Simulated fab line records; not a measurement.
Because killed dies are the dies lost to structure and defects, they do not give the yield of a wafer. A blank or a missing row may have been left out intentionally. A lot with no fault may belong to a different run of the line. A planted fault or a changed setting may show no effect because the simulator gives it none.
The tool behind it: which one?    flow gf180mcu    6 lots with 18 wafers sampled at 2 steps, on a route of 602 steps

WHAT THE GAUGES SHOWED, per wafer
GF_VT_IMPLANT_OVL_MEAS_29.
lot   measured      on          VT_IMPLANT_02_OVL (nm)
L141  day 7 21:17   overlay-02  1.7 0.2 0.9
L146  day 9 08:19   overlay-01  1.6 -0.1 0.9
L150  day 10 09:26  overlay-01  -0.7 -1.6 -1.9
L152  day 10 23:17  overlay-02  0.1 0.2 -0.2
L154  day 11 10:14  overlay-01  0.1 -1.1 0.1
L159  day 12 22:56  overlay-02  -1.3 1.2 -1.7

WHICH TOOL RAN EACH LOT (tool, then ch and the chambers of the sampled wafers, then the start)
lot   GF_LVPWELL_EXPOSE_04
L141  ilineStepper-01 ch 0, day 4 12:13
L146  ilineStepper-02 ch 0, day 5 16:32
L150  ilineStepper-01 ch 0, day 6 14:48
L152  ilineStepper-01 ch 0, day 7 02:02
L154  ilineStepper-02 ch 0, day 7 12:10
L159  ilineStepper-02 ch 0, day 8 17:50
- GF_LVPWELL_EXPOSE_04: exposes mask LVPWELL, target cd 600 nm.

THE ANSWER, worked out from the rows above alone
Rule: the usual values come from the lots themselves. The widest of any qualifying gaps counts: lots, ordered by their means at a reading, are off when they make up no more than a third of the lots, leave a main group of 4 or more, and stand apart from it by 3 or more times the standard deviation of that group's means. Not used: any main group whose means are identical at the precision the tables above print for the reading. Also off: a lot with no number at a reading for which 4 or more lots have one. Any other lot the step has rows for is counted as sound.
Nothing can be told from this: no lot is off at any reading shown.

WHAT THE SIMULATOR PUT IN
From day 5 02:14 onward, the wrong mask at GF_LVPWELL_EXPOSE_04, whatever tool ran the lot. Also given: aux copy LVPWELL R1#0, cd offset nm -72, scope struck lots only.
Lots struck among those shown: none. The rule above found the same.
